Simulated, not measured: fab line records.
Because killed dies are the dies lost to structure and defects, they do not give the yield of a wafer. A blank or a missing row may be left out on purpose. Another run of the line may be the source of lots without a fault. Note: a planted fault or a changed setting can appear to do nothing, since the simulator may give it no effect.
Which tool did it? | flow gf180mcu | 7 lots (20 wafers sampled), 1 step of a 602-step route

## WHAT THE GAUGES SHOWED, per wafer
GF_HV_LDD_CD_MEAS_31: target cd 400 nm.
lot  | measured     | on        | cd-nm (nm)
L137 | day 11 21:51 | cd-sem-01 | 399.1 401.3 398.9
L146 | day 14 19:36 | cd-sem-02 | 400.9 401.6
L148 | day 15 15:43 | cd-sem-01 | 397.7 396.6 397.3
L150 | day 16 02:25 | cd-sem-01 | 399.5 403.6 401.9
L154 | day 17 08:28 | cd-sem-02 | 393.8 395.0 396.4
L156 | day 18 04:43 | cd-sem-02 | 400.3 397.6 400.2
L158 | day 18 15:22 | cd-sem-01 | 399.7 399.6 400.3

## WHAT TOOL EACH LOT RAN ON (gives the tool, then ch and the chambers of the sampled wafers, and finally the start)
The record shows no process step preceding these readings.

## THE ANSWER, worked out from the rows above alone
Rule: what is usual is taken from the lots themselves. The widest of any qualifying gaps counts: lots, ordered by their means at a reading, are off when they make up no more than a third of the lots, leave a main group of 4 or more, and stand apart from it by 3 or more times the standard deviation of that group's means. If all means in a main group match to the digits the tables above print for the reading, that group is not used. Also off: a lot with no number at a reading for which 4 or more lots have one. The other lots that the step has rows for count as sound.
No lot is off at any reading shown: from this, nothing can be told.

## WHAT THE SIMULATOR HAD INSERTED
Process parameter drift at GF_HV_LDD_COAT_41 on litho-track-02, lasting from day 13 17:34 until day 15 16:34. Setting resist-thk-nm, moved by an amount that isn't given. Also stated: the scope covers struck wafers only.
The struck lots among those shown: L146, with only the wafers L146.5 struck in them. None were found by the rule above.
